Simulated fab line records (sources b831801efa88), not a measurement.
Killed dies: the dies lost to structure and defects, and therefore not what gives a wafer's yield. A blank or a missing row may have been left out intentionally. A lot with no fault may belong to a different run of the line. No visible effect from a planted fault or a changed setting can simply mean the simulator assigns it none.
Which tool did it? ; flow gf180mcu ; 13 lots with 39 wafers sampled at 6 steps, on a route of 602 steps

WHAT THE GAUGES SHOWED, per wafer
GF_STI_THK_MEAS_04. Usual: STI_CVD_03_THK 207.1 nm, standard deviation 2.3.
lot;measured;on;STI_CVD_03_THK (nm);flag
L463;day 1 23:34;film_metro-02;204.8 205.3 205.9;
L464;day 2 04:36;film_metro-03;208.9 208.8 209.3;
L466;day 2 15:41;film_metro-03;205.4 207.4 206.9;
L467;day 2 20:04;film_metro-03;203.1 201.6 203.7;
L468;day 3 01:04;film_metro-03;204.9 205.8 205.6;
L469;day 3 05:35;film_metro-03;205.5 206.6 205.4;
L470;day 3 10:50;film_metro-02;211.1 211.0 212.1;
L471;day 3 16:01;film_metro-02;207.7 206.2 207.5;
L472;day 3 20:35;film_metro-03;205.8 203.7 204.2;
L474;day 4 07:22;film_metro-01;205.3 203.6 206.8;
L480;day 5 12:34;film_metro-03;205.7 206.3 203.2;
L483;day 6 03:53;film_metro-01;207.1 206.9 208.0;
L484;day 6 08:34;film_metro-02;205.4 206.6 205.8;

GF_PSD_TW_MEAS_11. Usual: PSD_TW 3196, standard deviation 30.
lot;measured;on;PSD_TW;flag
L463;day 14 21:09;film_metro-02;3220 3224 3225;
L464;day 15 05:07;film_metro-02;3220 3214 3207;
L466;day 15 21:31;film_metro-03;3172 3167 3179;
L467;day 16 06:58;film_metro-03;3173 3190 3166;
L468;day 16 17:52;film_metro-04;3179 3186 3192;
L469;day 17 03:50;film_metro-03;3153 3143 3152;
L470;day 17 12:04;film_metro-03;3141 3155 3146;
L471;day 17 18:19;film_metro-02;3217 3233 3221;
L472;day 18 00:26;film_metro-02;3239 3211 3220;
L474;day 18 22:23;film_metro-02;3230 3238 3215;
L480;day 20 22:25;film_metro-04;30 30 30;OFF
L483;day 21 22:04;film_metro-04;3183 3162 3170;
L484;day 22 10:28;film_metro-04;3182 3210 3183;

GF_SAB_OVL_MEAS_10. Usual: SAB_OVL -1.2 nm, standard deviation 1.5.
lot;measured;on;SAB_OVL (nm);flag
L463;day 15 20:10;overlay-02;-1.7 -0.3 -2.5;
L464;day 16 03:32;overlay-01;0.0 -1.2 -1.1;
L466;day 16 20:55;overlay-01;-0.5 -2.0 -1.3;
L467;day 17 06:25;overlay-01;0.0 -0.8 0.6;
L468;day 17 17:31;overlay-02;-1.6 -1.7 -2.2;
L469;day 18 03:29;overlay-02;-1.5 0.0 1.5;
L470;day 18 11:46;overlay-02;-1.0 -2.6 -1.2;
L471;day 18 19:07;overlay-02;-0.5 -1.3 -1.7;
L472;day 19 00:31;overlay-02;-1.3 -0.5 0.9;
L474;day 19 23:05;overlay-02;0.9 -0.1 -0.5;
L480;day 21 22:04;overlay-01;-0.1 -1.7 0.2;
L483;day 22 20:58;overlay-02;-1.9 -2.6 -1.6;
L484;day 23 09:37;overlay-01;-1.7 -4.7 -3.8;

GF_CONTACT_RS_MEAS_25: measurement is done with a four-point probe. Usual: CONTACT_W_RS 0.385 ohm/sq, standard deviation 0.0061.
lot;measured;on;CONTACT_W_RS (ohm/sq);flag
L463;day 16 20:18;film_metro-01;0.393 0.394 0.390;
L464;day 17 05:38;film_metro-03;0.397 0.393 0.389;
L466;day 17 22:24;film_metro-04;0.381 0.385 0.380;
L467;day 18 08:31;film_metro-04;0.397 0.391 0.391;
L468;day 18 20:10;film_metro-04;0.394 0.388 0.387;
L469;day 19 07:22;film_metro-01;0.385 0.385 0.382;
L470;day 19 14:10;film_metro-03;0.380 0.378 0.379;
L471;day 19 22:40;film_metro-03;0.383 0.381 0.378;
L472;day 20 03:28;film_metro-01;0.393 0.390 0.384;
L474;day 21 00:58;film_metro-01;0.387 0.382 0.390;
L480;day 22 22:20;film_metro-01;0.386 0.390 0.390;
L483;day 23 21:30;film_metro-03;0.382 0.386 0.388;
L484;day 24 09:59;film_metro-01;0.381 0.378 0.378;

WHICH TOOL RAN EACH LOT (tool, then ch and the chambers of the sampled wafers, then the start)
lot;GF_NSD_STRIP_11;GF_PSD_STRIP_10
L463;plasma_asher-03 ch 0,1, day 14 00:13;plasma_asher-03 ch 0,1, day 14 21:02
L464;plasma_asher-03 ch 0,1, day 14 06:55;plasma_asher-04 ch 0,1, day 15 05:01
L466;plasma_asher-01 ch 0,1, day 14 23:19;plasma_asher-02 ch 0,1, day 15 21:25
L467;plasma_asher-04 ch 0,1, day 15 08:22;plasma_asher-02 ch 0,1, day 16 06:52
L468;plasma_asher-01 ch 0,1, day 15 18:28;plasma_asher-02 ch 0,1, day 16 17:46
L469;plasma_asher-04 ch 0,1, day 16 04:11;plasma_asher-03 ch 0,1, day 17 03:44
L470;plasma_asher-01 ch 0,1, day 16 12:59;plasma_asher-03 ch 0,1, day 17 11:58
L471;plasma_asher-03 ch 0,1, day 16 18:34;plasma_asher-02 ch 0,1, day 17 18:13
L472;plasma_asher-04 ch 0,1, day 17 00:38;plasma_asher-02 ch 0,1, day 18 00:20
L474;plasma_asher-03 ch 0,1, day 17 21:38;plasma_asher-03 ch 0,1, day 18 22:17
L480;plasma_asher-01 ch 0,1, day 19 22:34;plasma_asher-02 ch 0,1, day 20 22:19
L483;plasma_asher-03 ch 0,1, day 20 21:56;plasma_asher-04 ch 0,1, day 21 21:59
L484;plasma_asher-03 ch 0,1, day 21 11:25;plasma_asher-02 ch 0,1, day 22 10:22
- GF_NSD_STRIP_11: strips in O2/N2.
- GF_PSD_STRIP_10: strips in O2/N2.

AS READ BY THE TOOLS THEMSELVES (means over the sampled wafers that have a number; for cases with no such wafer, the mark the record gives instead)
GF_NSD_STRIP_11. Usual: drypump_motor_current_A 5.6 A, standard deviation 0.46; heater_power_w 329 W, standard deviation 30; oes_product_au 0.487 a.u., standard deviation 0.0044; strip_time_to_endpoint_s 22.96 s, standard deviation 0.037.
lot;tool;drypump_motor_current_A (A);heater_power_w (W);oes_product_au (a.u.);strip_time_to_endpoint_s (s);flag
L463;plasma_asher-03;6.0;315;0.488;22.93;
L464;plasma_asher-03;6.0;314;0.486;22.96;
L466;plasma_asher-01;5.7;333;0.482;22.97;
L467;plasma_asher-04;5.3;354;0.483;22.98;
L468;plasma_asher-01;5.7;340;0.482;23.02;
L469;plasma_asher-04;5.3;338;0.488;22.96;
L470;plasma_asher-01;5.7;352;0.488;22.91;
L471;plasma_asher-03;6.0;313;0.485;23.00;
L472;plasma_asher-04;5.3;356;0.489;22.93;
L474;plasma_asher-03;6.0;313;0.487;22.98;
L480;plasma_asher-01;5.8;349;0.373;-;OFF
L483;plasma_asher-03;5.6;296;0.486;22.95;
L484;plasma_asher-03;5.6;299;0.484;22.95;

GF_PSD_STRIP_10. Usual: drypump_motor_current_A 5.8 A, standard deviation 0.48; heater_power_w 351 W, standard deviation 45; oes_product_au 0.592 a.u., standard deviation 0.0049; strip_time_to_endpoint_s 16.53 s, standard deviation 0.038.
lot;tool;drypump_motor_current_A (A);heater_power_w (W);oes_product_au (a.u.);strip_time_to_endpoint_s (s);flag
L463;plasma_asher-03;5.6;295;0.585;16.51;
L464;plasma_asher-04;5.2;334;0.596;16.54;
L466;plasma_asher-02;6.0;372;0.591;16.51;
L467;plasma_asher-02;6.0;378;0.598;16.57;
L468;plasma_asher-02;6.1;399;0.594;16.55;
L469;plasma_asher-03;6.0;308;0.591;16.48;
L470;plasma_asher-03;6.0;307;0.595;16.56;
L471;plasma_asher-02;6.0;373;0.596;16.52;
L472;plasma_asher-02;6.0;372;0.587;16.52;
L474;plasma_asher-03;5.6;304;0.594;16.54;
L480;plasma_asher-02;5.9;372;0.639;25.68;OFF
L483;plasma_asher-04;5.2;333;0.590;16.59;
L484;plasma_asher-02;6.0;371;0.597;16.52;

THE ANSWER, worked out from the rows above alone
Rule: take the mean of a lot's wafers that have a number; if it is more than 3 standard deviations from the usual mean, the lot is off. A lot without any number at a reading at which 4 lots or more have one is off too. Any other lot the step has rows for is counted as sound. Order of review: gauges by route order, followed by the tools' own readings, for which a lot's mean as printed above is used. At the first step where some lot is off, the reading lying furthest off is the one used; lots without a number count as furthest.
Off: at GF_PSD_TW_MEAS_11 (PSD_TW), L480.
A tool fits if, at a process step before that reading, it ran every lot that is off, and no sound lot after the first of them. The gauges at GF_PSD_TW_MEAS_11 aren't tried: what is off there is off at GF_NSD_STRIP_11 too, on other tools, and a gauge's error can't cause that. One fits: plasma_asher-01 at GF_NSD_STRIP_11. Its last sound lot is L470 (day 16 12:59), its first lot that is off L480 (day 19 22:34): a fault that began between those two fits.
The tool's own readings at GF_NSD_STRIP_11 bear it out: on the lots that are off they differ by more than 5 times the standard deviation of the sound lots' means. oes_product_au reads 0.373 a.u. there against 0.486 a.u. on the sound lots.
Blank at GF_NSD_STRIP_11 on the lots that are off, where sound lots have numbers: strip_time_to_endpoint_s.

WHAT THE SIMULATOR HAD INSERTED
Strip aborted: plasma_asher-01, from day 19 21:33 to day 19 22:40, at GF_NSD_STRIP_11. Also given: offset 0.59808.
Struck lots among those shown: L480. The rule above found the same.
